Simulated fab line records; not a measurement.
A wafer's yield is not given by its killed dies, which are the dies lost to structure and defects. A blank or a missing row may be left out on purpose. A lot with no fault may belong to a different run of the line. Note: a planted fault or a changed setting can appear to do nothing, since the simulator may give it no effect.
2 desks looking at one fault + flow sky130 + what lay behind the numbers comes last; until then each desk has only its own

== THE METROLOGY DESK ==
What the gauges read for every lot (on any tool): the sampled wafers with a number, averaged. If a lot's mean is further than 4 standard deviations from the usual mean, the lot is out of limits and carries the mark OUT (the distance appears in the brackets).
Columns: A = cdNm at SKY_METAL4_CD_MEAS_13, usual 300.9 nm
| lot  | first seen here | A     |
|------|-----------------|-------|
| L658 | day 42 04:19    | 300.4 |
| L660 | day 42 12:23    | 301.6 |
| L661 | day 42 23:42    | 299.3 |
| L662 | day 43 02:31    | 301.6 |
| L664 | day 43 21:07    | 300.8 |
| L665 | day 44 02:51    | 302.7 |
| L666 | day 44 10:04    | 299.9 |
| L667 | day 44 15:32    | 302.2 |
| L672 | day 45 23:08    | 301.9 |
| L679 | day 47 15:41    | 300.0 |
| L680 | day 47 22:25    | 299.1 |
This desk's verdict: no lot among the 11 shows anything out of limits.

== AT THE TOOL OWNER'S DESK: rieMetal-03 ==
The tool's own readings at SKY_METAL4_METAL_ETCH_18 (etches the open film in Cl2/BCl3, stops on SiO2, target depth 845 nm, time 183.1 s): means of the sampled wafers that have a number, for each lot that ran on this tool. If a lot's mean is further than 4 standard deviations from the usual mean, the lot is out of limits and carries the mark OUT (the distance appears in the brackets).
Columns: A = drypumpMotorCurrentA at SKY_METAL4_METAL_ETCH_18, usual 5.5 A; B = oesProductAu at SKY_METAL4_METAL_ETCH_18, usual 0.865 a.u.; C = throttleValvePct at SKY_METAL4_METAL_ETCH_18, usual 22.265 %
| lot  | first seen here | A   | B                | C      |
|------|-----------------|-----|------------------|--------|
| L658 | day 42 04:44    | 5.0 | 0.869            | 22.263 |
| L661 | day 43 00:00    | 5.7 | 0.865            | 22.262 |
| L662 | day 43 02:56    | 5.4 | 0.860            | 22.268 |
| L664 | day 43 21:26    | 5.4 | 0.865            | 22.259 |
| L666 | day 44 10:21    | 5.7 | 0.843 (-4.2) OUT | 22.264 |
| L667 | day 44 15:51    | 5.7 | 0.834 (-5.9) OUT | 22.260 |
| L679 | day 47 15:59    | 5.7 | 0.861            | 22.262 |
Finding of this desk: L666, L667 out of limits; the first was L666 at day 44 10:21, on oesProductAu at SKY_METAL4_METAL_ETCH_18. L658, L661, L662, L664, L679: within limits.

== BROUGHT TOGETHER ==
The tool owner's desk could have raised an alarm at day 44 10:21, on L666, L667.
The metrology desk saw nothing out of limits.
The metrology desk holds a record of L666, L667, inside its limits.
SKY_METAL4_METAL_ETCH_18 was run on rieMetal-03 by each of the lots named.

== WHAT HAD BEEN PUT IN BY THE SIMULATOR ==
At SKY_METAL4_METAL_ETCH_18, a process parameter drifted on rieMetal-03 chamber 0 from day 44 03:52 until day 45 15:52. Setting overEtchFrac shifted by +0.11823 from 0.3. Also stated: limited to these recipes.
Shown lots that were struck: L666, L667.
Time in hours from fault onset to the first out-of-limits reading at each desk: the tool owner's desk, 6.
